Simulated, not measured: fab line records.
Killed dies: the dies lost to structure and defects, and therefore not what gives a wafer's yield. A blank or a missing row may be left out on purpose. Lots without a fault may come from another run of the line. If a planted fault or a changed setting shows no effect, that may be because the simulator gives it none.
Chamber matching    flow gf180mcu    cmp-02 running GF_V3_CMP_26: 4 sister chambers
The step polishes, stops on SiO2, t overpolish 15 s, target thk 0 nm. 4 wafers are shown with their chamber, then 8 later ones without.

== WAFERS WITH THEIR CHAMBER ==
wafer   chamber  motor-current-A (A)
L878.5  2        12.4
L879.2  0        14.0
L879.3  3        13.9
L881.1  1        12.2

== WAFERS WHOSE CHAMBER IS MISSING ==
wafer   motor-current-A (A)
L881.2  14.3
L881.5  13.5
L894.2  14.0
L894.4  12.3
L894.5  14.3
L896.4  12.8
L896.5  14.5
L896.6  14.1

== WHICH CHAMBER EACH WENT THROUGH ==
wafer   from the rows above      in truth
L881.2  can't be placed: 0 or 3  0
L881.5  can't be placed: 3 or 0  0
L894.2  can't be placed: 0 or 3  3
L894.4  can't be placed: 2 or 1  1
L894.5  can't be placed: 0 or 3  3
L896.4  can't be placed: 2 or 1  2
L896.5  can't be placed: 0 or 3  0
L896.6  can't be placed: 0 or 3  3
Placed correctly: 0 of 8. These rows do not allow placing 8 (true chamber among the candidates in 8). Number placed wrongly: 0.
How it was worked out, from the rows above alone: a wafer's distance from a chamber is the root of the sum, over the readings, of the square of ((its reading less the chamber's mean) divided by the reading's scatter). If the next closest chamber is less than 2 further off than the closest, the wafer can't be placed; otherwise it belongs to the closest. The mean given for a chamber averages the wafers shown for that chamber. The scatter (one wafer shown for each chamber): square how far every hidden wafer sits from the nearest shown wafer, average those squares and take the square root.
